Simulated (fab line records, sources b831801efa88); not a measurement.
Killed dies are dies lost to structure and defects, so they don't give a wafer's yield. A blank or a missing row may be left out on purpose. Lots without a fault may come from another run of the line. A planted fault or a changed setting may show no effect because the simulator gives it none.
fab line records | flow sky130
record lots=5 wafers=15 last_day=50
route steps=708 shown GATE_OXIDE@192 POLY_GATE@204 RES_PROTECT@207 PAD_OPEN@708
lots that met no fault: from a run of the same line without faults
start_h: hours from the record's first day to the start of the lot's first wafer shown | wait_h: hours since the lot's step before | " the same as in the row above | L1.1+2: a row that stands for several wafers | - no value, or no start given | * or withheld: withheld | < > ~ a bound
route shown NAME@n: a module of which the file shows steps, and the number in the route of the first | usual: mean/standard deviation of fault-free wafers | same: alike in all rows | chamber/n: place in a boat | sites: the reading at each site | _std_site: their standard deviation | _edge_site: outer sites' mean less inner sites' | radius_mm: how far each site lies from the wafer's centre | mask NAME#n: copy n | behind: the tool/chamber that last shaped the wafer | hold: why the lot was held/for how many hours/how that ended | device: the transistor (n, p or np) that didn't switch | end of line: the same wafers' tests at the end of the route | a step without rows: its recipe alone | killed: dies lost to structure and defects at the first sort, not the wafer's yield | map: a wafer's dies, x killed, . not, _ none there
set.NAME: the setting as run; set.NAME@STEP: as run at that earlier step | model.NAME: the simulator's own value behind a step, which no gauge read
lots at some steps of the route; a table a step, a row a wafer
services: from which hour (start_h, from the record's first day; less than 0 if before it) a tool's chamber was out of use, for how many hours, and why
## steps
# step SKY_GATE_OXIDE_COAT_05
# recipe resist=NOVOLAK spin_rpm=3000 resist_thk_nm=1140
# step SKY_GATE_OXIDE_SOFTBAKE_06
# recipe temp_c=90 time_s=60 resist=NOVOLAK
# step SKY_GATE_OXIDE_EXPOSE_07
# recipe mask_id=LVOM na=0.6 source_shape=conventional sigma_outer=0.6 polarization=unpolarized target_cd_nm=600 dose_mj=170
# step SKY_GATE_OXIDE_PEB_08
# recipe temp_c=withheld time_s=* resist=NOVOLAK
# step SKY_GATE_OXIDE_DEVELOP_09
# recipe resist=NOVOLAK developer=TMAH develop_time_s=60 dev_temp_c=23
# step SKY_GATE_OXIDE_IMPLANT_11
# recipe species=B energy_kev=10 dose_cm2=2.6e+12 tilt_deg=withheld
# step SKY_GATE_OXIDE_WET_ETCH_12
# recipe chemistry=dHF target_depth_nm=16.8 dry=n2_spin target=SiO2 dilution=100:1 temp_c=25 time_s=336
# step SKY_GATE_OXIDE_STRIP_13
# recipe chemistry=O2/N2 power_w=1400 pressure_mtorr=1500 platen_temp_c=withheld o2_flow_sccm=3000 n2_flow_sccm=300 overash_fraction=0.5
# step SKY_GATE_OXIDE_CLEAN_15
# recipe chemistry=SC1/SC2 mix=1:4:20 temp_c=70 time_s=150 dry=n2_spin
# step SKY_GATE_OXIDE_OXIDATION_16
# recipe temp_c=800 ambient=O2 idle_temp_c=700 ramp_up_c_per_min=10 ramp_down_c_per_min=3 stabilise_s=600 purge_s=300 target_thk_a=35.7 ox_time_s=1915
# step SKY_POLY_GATE_CVD_00
# recipe material=poly-Si target_thk_nm=180 temp_c=620 time_s=720 pressure_mtorr=200
# columns lot.wafer tool chamber start_h wait_h model.poly-Si_of_POLY_GATE_CVD_00.thk_nm
L120.3 lpcvd-01 1 347.33 0.0 175.3
L120.4 " 1 " " 177.8
L120.6 " 1 " " 178
L127.2 lpcvd-01 1 406.23 0.0 115.9
L127.3 " 1 " " 116.9
L127.6 " 1 " " 116.2
L128.3 lpcvd-01 0 408.14 0.0 113.8
L128.4 " 0 " " 116.2
L128.6 " 0 " " 115.2
L129.1 lpcvd-01 0 425.82 0.0 119.3
L129.4 " 0 " " 117.6
L129.5 " 0 " " 118.3
L139.1+6 lpcvd-01 0 517.51 0.0 181.3
L139.3 " 0 " " 179.9
# step SKY_POLY_GATE_THK_MEAS_01
# recipe reads=poly-Si_of_POLY_GATE_CVD_00
# usual POLY_GATE_CVD_00_THK=179.5/1.9
# columns lot.wafer tool chamber start_h wait_h hold POLY_GATE_CVD_00_THK[nm]
L120.3 film_metro-02 - 348.55 0.0 - 175.4
L120.4 " - " " - 178.0
L120.6 " - " " - 177.9
L127.2 film_metro-04 - 407.44 0.0 await_dispo/0.2h/release 115.9
L127.3 " - " " await_dispo/0.2h/release 116.9
L127.6 " - " " await_dispo/0.2h/release 116.2
L127.2 film_metro-04 - 407.67 0.2 - 115.9
L127.3 " - " " - 116.9
L127.6 " - " " - 116.2
L128.3 film_metro-01 - 409.36 0.0 await_dispo/0.2h/release 113.8
L128.4 " - " " await_dispo/0.2h/release 116.4
L128.6 " - " " await_dispo/0.2h/release 115.1
L128.3 film_metro-01 - 409.58 0.2 - 113.7
L128.4 " - " " - 116.3
L128.6 " - " " - 115.3
L129.1 film_metro-02 - 427.02 0.0 await_dispo/0.2h/release 119.4
L129.4 " - " " await_dispo/0.2h/release 117.6
L129.5 " - " " await_dispo/0.2h/release 118.4
L129.1 film_metro-02 - 427.25 0.2 - 119.3
L129.4 " - " " - 117.6
L129.5 " - " " - 118.4
L139.1 film_metro-01 - 518.71 0.0 - 181.3
L139.3 " - " " - 179.9
L139.6 " - " " - 181.1
# step SKY_RES_PROTECT_HMDS_01
# recipe prime_time_s=60 prime_temp_c=120
# step SKY_RES_PROTECT_COAT_02
# recipe resist=NOVOLAK spin_rpm=3000 resist_thk_nm=1140
# step SKY_RES_PROTECT_SOFTBAKE_03
# recipe temp_c=90 time_s=60 resist=NOVOLAK
# step SKY_RES_PROTECT_EXPOSE_04
# recipe mask_id=RPM na=0.6 source_shape=conventional sigma_outer=0.6 polarization=unpolarized target_cd_nm=1270 dose_mj=131
# step SKY_RES_PROTECT_PEB_05
# recipe temp_c=withheld time_s=* resist=NOVOLAK
# step SKY_RES_PROTECT_DEVELOP_06
# recipe resist=NOVOLAK developer=TMAH develop_time_s=60 dev_temp_c=23
# step SKY_POLY_GATE_IMPLANT_02
# recipe species=P energy_kev=30 dose_cm2=7.7e+15 tilt_deg=0
# step SKY_RES_PROTECT_STRIP_07
# recipe chemistry=O2/N2 power_w=1400 pressure_mtorr=1500 platen_temp_c=withheld o2_flow_sccm=3000 n2_flow_sccm=300 overash_fraction=0.5
# step SKY_RES_PROTECT_CLEAN_09
# recipe chemistry=SC1/SC2 mix=1:4:20 temp_c=70 time_s=150 dry=n2_spin
# columns lot.wafer tool chamber start_h wait_h model.poly-Si_of_POLY_GATE_CVD_00.thk_nm
L120.3 wet_bench-03 1 375.77 0.0 174.7
L120.4 " 1 " " 177.2
L120.6 " 1 " " 177.4
L127.2 wet_bench-02 0 437.82 0.0 115.3
L127.3 " 0 " " 116.3
L127.6 " 0 " " 115.6
L128.3 wet_bench-02 0 439.53 0.0 113.1
L128.4 " 0 " " 115.6
L128.6 " 0 " " 114.6
L129.1 wet_bench-03 0 457.88 0.1 118.7
L129.4 " 0 " " 117
L129.5 " 0 " " 117.7
L139.1+6 wet_bench-02 1 549.23 0.1 180.7
L139.3 " 1 " " 179.3
# step SKY_POLY_GATE_CVD_03
# recipe material=Si3N4 precursor=DCS/NH3 target_thk_nm=75 temp_c=770 time_s=1290 pressure_mtorr=250
# step SKY_POLY_GATE_DEHYDRATE_05
# recipe temp_c=200 time_s=60
# step SKY_POLY_GATE_HMDS_06
# recipe prime_time_s=60 prime_temp_c=120
# step SKY_POLY_GATE_COAT_07
# recipe resist=BARC temp_c=withheld time_s=withheld spin_rpm=3000 resist_thk_nm=110
# step SKY_POLY_GATE_COAT_08
# recipe resist=KrF-thick spin_rpm=3000 resist_thk_nm=450
# step SKY_POLY_GATE_SOFTBAKE_09
# recipe temp_c=100 time_s=90 resist=KrF-thick
# step SKY_POLY_GATE_EXPOSE_10
# recipe mask_id=P1M na=0.68 source_shape=conventional sigma_outer=0.6 target_cd_nm=150 dose_mj=28
# step SKY_POLY_GATE_PEB_11
# recipe peb_temp_c=withheld peb_time_s=withheld resist=KrF-thick
# step SKY_POLY_GATE_DEVELOP_12
# recipe develop_time_s=60 resist=KrF-thick dev_temp_c=21
# step SKY_POLY_GATE_ETCH_15
# recipe chemistry=N2/H2 target=BARC ion_energy_ev=200 source_w=500 bias_w=100 pressure_mtorr=30 n2_flow_sccm=100 h2_flow_sccm=200 stop_on=SiO2 time_s=118.5 target_depth_a=1100
# step SKY_POLY_GATE_ETCH_16
# recipe stop_on=poly-Si chemistry=CH3F/O2 target=Si3N4 source_w=400 bias_w=80 pressure_mtorr=25 ch3f_flow_sccm=40 O2_flow_sccm=30 time_s=147.5 target_depth_a=750
# step SKY_POLY_GATE_ETCH_17
# recipe target_depth_nm=180 stop_on=SiO2 over_etch_frac=0.56667 chemistry=HBr/Cl2 target=poly-Si icp_w=400 bias_w=100 pressure_mtorr=10 HBr_flow_sccm=150 Cl2_flow_sccm=50 time_s=70.5
# usual chamber_pressure_mTorr=10.000/0.011 drypump_motor_current_A=5.7/0.33 mfc_cl2_sccm=50.00/0.14 oes_product_au=0.983/0.0076 throttle_valve_pct=33.685/0.0095
# columns lot.wafer tool chamber start_h wait_h chamber_pressure_mTorr drypump_motor_current_A mfc_cl2_sccm oes_product_au rf_hours_counter_h throttle_valve_pct model.POLY_GATE.feature_depth_nm model.etch.depth_nm
L120.3 rie_si-01 0 406.42 0.0 9.985 5.9 49.93 0.975 43 33.687 174.7 174.7
L120.4 " 2 " " 9.990 5.3 49.91 0.988 0 33.698 177.2 177.2
L120.6 " 1 " " 10.002 5.7 50.06 0.986 - 33.677 177.4 177.4
L127.2 rie_si-02 3 470.62 0.0 10.030 6.1 50.03 0.736 2 33.691 115.3 115.3
L127.3 " 0 " " 9.997 5.4 49.99 0.748 2 33.673 116.3 116.3
L127.6 " 1 " " 10.014 6.0 50.10 0.731 - 33.682 115.6 115.6
L128.3 rie_si-01 1 471.96 0.0 9.998 5.7 49.93 0.726 1 33.676 113.1 113.1
L128.4 " 3 " " 9.982 5.3 50.03 0.739 37 33.691 115.6 115.6
L128.6 " 3 " " 9.995 5.3 49.95 0.734 - 33.693 114.6 114.6
L129.1 rie_si-02 1 490.46 0.0 9.995 5.9 50.05 0.753 4 33.671 118.7 118.7
L129.4 " 3 " " 9.988 6.1 50.09 0.740 2 33.687 117 117
L129.5 " 1 " " 9.997 5.9 49.94 0.750 - 33.688 117.7 117.7
L139.1 rie_si-02 1 580.66 0.0 9.979 6.0 50.00 0.993 4 33.694 179.1 179.1
L139.3 " 0 " " 10.021 5.4 49.70 0.977 2 33.685 177.8 177.8
L139.6 " 2 " " 9.981 6.0 50.13 1.001 - 33.691 180.7 180.7
# step SKY_POLY_GATE_STRIP_18
# recipe chemistry=O2/N2 power_w=1400 pressure_mtorr=1500 platen_temp_c=withheld o2_flow_sccm=3000 n2_flow_sccm=300 overash_fraction=0.5
# step SKY_PAD_OPEN_PROBE_99
# usual killed_at_M0_to_M3=45/6.8 killed_at_M4_up=3.2/1.6 killed_at_contacts=24/5.1 killed_at_front_end=14/4.4 killed_at_other=0.4/0.65 killed_dies=87/8.8 killed_open=47/7.2 killed_short=39/6.1
# same gross_dies=492 killed_at_back_side=0
# columns lot.wafer tool chamber start_h wait_h killed_at_M0_to_M3 killed_at_M4_up killed_at_contacts killed_at_front_end killed_at_other killed_dies killed_open killed_short model.etest.res_xhigh_po.line_ohm_um model.etest.res_high_po.line_ohm_um model.etest.res_poly.line_ohm_um model.etest.res_xhigh_po.rs_ohm_sq model.etest.tip_sonos.rs_ohm_sq model.etest.res_high_po.rs_ohm_sq model.etest.pfet_01v8.r_on_ohm_um model.etest.licon_high_po.rc_ohm
L120.3 prober-02 - 1099.20 0.2 54 6 28 11 1 100 62 38 5500 755 525 1912 2628 261.3 2788 345.1
L120.4 prober-02 - 1099.25 0.2 51 4 32 20 0 107 63 44 5630 754.8 516.2 1966 2658 265.7 2862 356.4
L120.6 prober-02 - 1099.35 0.2 54 3 34 14 0 105 62 43 5634 753.1 511.8 1951 2663 265.4 2865 346.9
L128.3 prober-01 - 1143.51 0.2 44 3 27 19 0 93 45 47 5059 1049 769.3 1770 2572 362.7 3155 320
L128.4 prober-01 - 1143.56 0.2 51 3 20 20 1 95 55 40 5359 1060 767.1 1871 2582 367.9 3059 317.9
L128.6 prober-01 - 1143.66 0.2 54 3 24 8 0 89 50 38 5236 1060 782.8 1835 2616 368.5 3101 313.3
L127.2 prober-02 - 1144.96 0.1 41 4 31 15 0 91 38 51 5061 1021 748.2 1790 2420 357 3080 313.7
L127.3 prober-02 - 1145.01 0.2 49 3 25 15 0 92 45 45 5265 1028 765.9 1858 2459 362.3 3097 314.1
L127.6 prober-02 - 1145.16 0.2 42 3 22 12 0 79 44 35 5132 1008 745.4 1782 2428 356.1 3115 316.5
L129.1 prober-01 - 1150.83 0.1 40 3 22 11 0 76 41 34 5080 975.5 725 1768 2499 345.2 2914 317.3
L129.4 prober-01 - 1150.98 0.2 41 4 22 17 0 84 49 35 5097 999.2 713.3 1774 2459 348.4 3035 315.9
L129.5 prober-01 - 1151.03 0.2 37 2 24 18 0 81 45 36 5031 960.8 721.6 1748 2480 342.5 2996 303.4
L139.1 prober-01 - 1202.93 0.1 54 4 17 19 0 94 46 48 5259 713.4 491.2 1861 2665 250.2 2869 340.3
L139.3 prober-01 - 1203.03 0.2 47 2 18 13 1 81 45 36 5292 714.6 497.3 1857 2708 250.3 2852 337.9
L139.6 prober-01 - 1203.18 0.2 53 2 29 14 1 99 59 39 5572 729.4 490.1 1948 2620 256.4 2884 344.7
# killed by level:class
L120.3 VIA1:geometric_particle:open=14 CONTACT:geometric_particle:open=10 LI_CONTACT:geometric_particle:open=10 VIA3:geometric_particle:open=8 VIA2:geometric_particle:open=7 METAL2:geometric_particle:short=5 LOCAL_INTERCONNECT:geometric_particle:short=5 METAL1:geometric_particle:short=5
L120.4 CONTACT:geometric_particle:open=17 VIA1:geometric_particle:open=14 POLY_GATE:geometric_particle:open=7 CONTACT:geometric_particle:short=7 VIA1:geometric_particle:short=7 VIA2:geometric_particle:open=7 METAL1:geometric_particle:short=6 VIA3:geometric_particle:open=6
L120.6 CONTACT:geometric_particle:open=14 VIA1:geometric_particle:open=13 VIA3:geometric_particle:open=11 LI_CONTACT:geometric_particle:open=7 VIA1:geometric_particle:short=7 VIA2:geometric_particle:open=6 FIELD_ISO:geometric_particle:short=5 LI_CONTACT:geometric_particle:short=5
L128.3 VIA1:geometric_particle:open=12 CONTACT:geometric_particle:open=10 POLY_GATE:geometric_particle:open=7 CONTACT:geometric_particle:short=6 VIA3:geometric_particle:open=6 POLY_GATE:geometric_particle:short=5 METAL2:geometric_particle:short=5 FIELD_ISO:geometric_particle:short=4
L128.4 VIA1:geometric_particle:open=12 METAL2:geometric_particle:short=9 FIELD_ISO:geometric_particle:open=8 VIA3:geometric_particle:open=8 METAL1:geometric_particle:short=7 LI_CONTACT:geometric_particle:open=6 CONTACT:geometric_particle:open=6 VIA2:geometric_particle:open=6
L128.6 VIA2:geometric_particle:open=14 VIA1:geometric_particle:open=11 VIA1:geometric_particle:short=9 CONTACT:geometric_particle:open=8 LOCAL_INTERCONNECT:geometric_particle:short=7 LI_CONTACT:geometric_particle:open=6 VIA3:geometric_particle:open=5 POLY_GATE:geometric_particle:short=4
L127.2 LI_CONTACT:geometric_particle:open=10 CONTACT:geometric_particle:open=10 METAL1:geometric_particle:short=9 POLY_GATE:geometric_particle:short=6 VIA1:geometric_particle:short=6 LI_CONTACT:geometric_particle:short=5 FIELD_ISO:geometric_particle:short=4 VIA1:geometric_particle:open=4
L127.3 CONTACT:geometric_particle:open=9 VIA3:geometric_particle:open=8 METAL1:geometric_particle:short=7 VIA2:geometric_particle:short=7 CONTACT:geometric_particle:short=6 VIA2:geometric_particle:open=6 LI_CONTACT:geometric_particle:open=5 METAL2:geometric_particle:short=5
L127.6 LI_CONTACT:geometric_particle:open=10 VIA1:geometric_particle:open=8 VIA2:geometric_particle:open=8 CONTACT:geometric_particle:open=6 VIA3:geometric_particle:short=6 VIA3:geometric_particle:open=6 FIELD_ISO:geometric_particle:short=4 CONTACT:geometric_particle:short=4
L129.1 CONTACT:geometric_particle:open=11 VIA1:geometric_particle:open=8 VIA3:geometric_particle:open=6 VIA3:geometric_particle:short=6 LI_CONTACT:geometric_particle:open=5 CONTACT:geometric_particle:short=5 VIA2:geometric_particle:open=5 VIA2:geometric_particle:short=4
L129.4 VIA3:geometric_particle:open=10 LI_CONTACT:geometric_particle:open=8 CONTACT:geometric_particle:open=8 VIA2:geometric_particle:open=6 VIA1:geometric_particle:open=6 FIELD_ISO:geometric_particle:short=5 POLY_GATE:geometric_particle:short=5 VIA1:geometric_particle:short=5
L129.5 VIA1:geometric_particle:open=9 LI_CONTACT:geometric_particle:open=8 VIA3:geometric_particle:open=7 CONTACT:geometric_particle:open=5 CONTACT:geometric_particle:short=5 VIA2:geometric_particle:open=5 VIA3:geometric_particle:short=5 LOCAL_INTERCONNECT:geometric_particle:short=4
L139.1 VIA1:geometric_particle:open=13 METAL2:geometric_particle:short=9 METAL1:geometric_particle:short=7 CONTACT:geometric_particle:open=6 VIA2:geometric_particle:open=5 VIA3:geometric_particle:open=5 METAL4:geometric_particle:short=4 VIA3:geometric_particle:short=4
L139.3 VIA2:geometric_particle:open=11 VIA1:geometric_particle:open=10 CONTACT:geometric_particle:open=9 VIA1:geometric_particle:short=8 LI_CONTACT:geometric_particle:open=5 METAL2:geometric_particle:short=4 VIA2:geometric_particle:short=4 FIELD_ISO:geometric_particle:short=3
L139.6 VIA3:geometric_particle:open=15 CONTACT:geometric_particle:open=12 VIA1:geometric_particle:open=9 VIA2:geometric_particle:open=7 CONTACT:geometric_particle:short=5 FIELD_ISO:geometric_particle:open=4 LI_CONTACT:geometric_particle:open=4 METAL1:geometric_particle:short=4
## services
# columns tool chamber start_h hours kind
rie_si-01 1 346.65 - clean
rie_si-01 1 346.65 26.6 scheduled_down
rie_si-01 1 346.65 26.6 vent_cycle
rie_si-01 2 373.28 - clean
rie_si-01 2 373.28 25.2 scheduled_down
rie_si-01 2 373.28 25.2 vent_cycle
rie_si-02 - 385.75 2.8 pm
wet_bench-02 - 396.24 1.3 repair
rie_si-01 0 462.62 5.7 repair
rie_si-01 - 462.98 2.8 pm
rie_si-02 2 487.59 1.4 repair
rie_si-01 1 519.26 6.1 repair
rie_si-01 1 548.05 3.6 repair
rie_si-01 0 551.84 - clean
rie_si-01 0 551.84 21.2 scheduled_down
rie_si-01 0 551.84 21.2 vent_cycle
## key
first_sign step=SKY_POLY_GATE_THK_MEAS_01 reading=visit direction=added
effect step=SKY_POLY_GATE_THK_MEAS_01 reading=POLY_GATE_CVD_00_THK direction=down sigmas=33 usual=179.5 struck=116.6
effect step=SKY_POLY_GATE_ETCH_17 reading=oes_product_au direction=down sigmas=32 usual=0.983 struck=0.740
model_effect step=SKY_POLY_GATE_CVD_00 value=poly-Si_of_POLY_GATE_CVD_00.thk_nm without=181.3 struck=116.6
model_effect step=SKY_RES_PROTECT_CLEAN_09 value=poly-Si_of_POLY_GATE_CVD_00.thk_nm without=180.6 struck=116
model_effect step=SKY_POLY_GATE_ETCH_17 value=POLY_GATE.feature_depth_nm without=178 struck=116
model_effect step=SKY_PAD_OPEN_PROBE_99 value=etest.res_xhigh_po.line_ohm_um without=5716 struck=5147
met_at SKY_POLY_GATE_CVD_00
struck_wafers L127.2,L127.3,L127.6,L128.3,L128.4,L128.6,L129.1,L129.4,L129.5
tester_left_out L127,L128,L129
fault kind=process_parameter_drift tool=lpcvd-01 chamber=- onset_h=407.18 steps=SKY_POLY_GATE_CVD_00 channel=target_thk_nm offset=-64.651 shape=step end_h=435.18 stated=180
# tester_left_out: of these lots the tester's yield and bins aren't shown, on N5 and GAA mostly nor the transistor test; their killed dies are dies lost to structure and defects alone, not to doping, threshold or leakage, so they don't give the yield
